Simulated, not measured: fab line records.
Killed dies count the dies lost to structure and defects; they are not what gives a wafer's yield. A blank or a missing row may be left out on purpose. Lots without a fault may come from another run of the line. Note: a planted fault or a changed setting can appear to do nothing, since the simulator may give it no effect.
Problem report in the 8D (eight disciplines) form, filled by code | flow sky130 | the parts of the form that need people (team, actions taken, sign-off) are left out

== 1. THE PROBLEM ==
A mean of 249.1 s is read at SKY_METAL4_METAL_ETCH_18 for run length s, taken on 1 wafer of 1 lot, against 211.3 s (standard deviation 0.4) on wafers free of any fault. That puts it +94 standard deviations away from the usual mean.
The step: etches the open film in Cl2/BCl3, stops on SiO2, target depth 845 nm, time 183.1 s.
Seen first at day 45 22:29 on rie metal-04, wafer L143.1. Wafers with a number at this step in the record: 30, from 10 lots. Rule for "out", or "out of limits": more than 4 standard deviations from the usual mean. The other wafers with a number count as sound.

== 2. WHAT THIS IS AND IS NOT ==
question                    | is                           | is not
which readings at this step | run length s, oes product au | chamber pressure mTorr, drypump motor current A, throttle valve pct
which lots                  | L143                         | L128, L131, L133, L135, L136, L138, L149, L150, L151
which wafers of those lots  | L143.1                       | L143.5, L143.6
read on which tools         | rie metal-04                 | rie metal-01, rie metal-02
when                        | from day 45 22:29            | up to then (20 sound wafers); but 9 sound wafers of L149, L150, L151 came after

== 3. SUSPECTS, AND WHAT RULES EACH OUT ==
Counting: if a tool at a process step up to the reading ran every lot that is out, it stays a suspect. Sound lots after the first of them don't rule it out here, since some wafers of a struck lot are sound.
- rie metal-04 at SKY_METAL4_METAL_ETCH_18 (etches the open film in Cl2/BCl3, stops on SiO2, target depth 845 nm, time 183.1 s): kept. L143, the lot that is out, went through it at day 45 22:29; up to then, the latest sound lot through it was L138 at day 44 17:13. Its own oes product au, run length s readings are out on those wafers.
After counting, what remains is rie metal-04 at SKY_METAL4_METAL_ETCH_18.

== 4. THE CAUSE (what the simulator had put in) ==
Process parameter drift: rie metal-04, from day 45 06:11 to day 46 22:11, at SKY_METAL4_METAL_ETCH_18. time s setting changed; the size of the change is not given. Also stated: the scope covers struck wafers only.
Only this tool survived the counting.

== 5. THE EFFECT CHAIN, in route order ==
Rows list readings where the struck wafers' mean (over those with a number) sits beyond 3 standard deviations from the usual. Readings are gone through only where the record gives a usual standard deviation; hours: the median, over the lots, of the time from a lot's start at the first step in this table giving one to that lot's start at this step; sigmas: the change measured in usual standard deviations.
hours | step                     | reading                  | usual      | on struck wafers | change | sigmas
0     | SKY_METAL4_METAL_ETCH_18 | oes product au           | 0.866 a.u. | 0.780            | -0.086 | -15
0     | SKY_METAL4_METAL_ETCH_18 | run length s             | 211.3 s    | 249.1            | +37.8  | +94
0     | SKY_METAL4_STRIP_19      | oes product au           | 0.501 a.u. | 0.449            | -0.052 | -9.8
0     | SKY_METAL4_STRIP_19      | strip time to endpoint s | 6.50 s     | 5.36             | -1.14  | -16
Here are the process steps it includes:
- SKY_METAL4_METAL_ETCH_18: etches the open film in Cl2/BCl3, stops on SiO2, target depth 845 nm, time 183.1 s.
- SKY_METAL4_STRIP_19: strips in O2/N2.

== 6. WHAT WOULD HAVE CAUGHT IT SOONER ==
In this record no reading fell out of limits until day 45 22:29, 16 hours after the fault had begun at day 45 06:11.
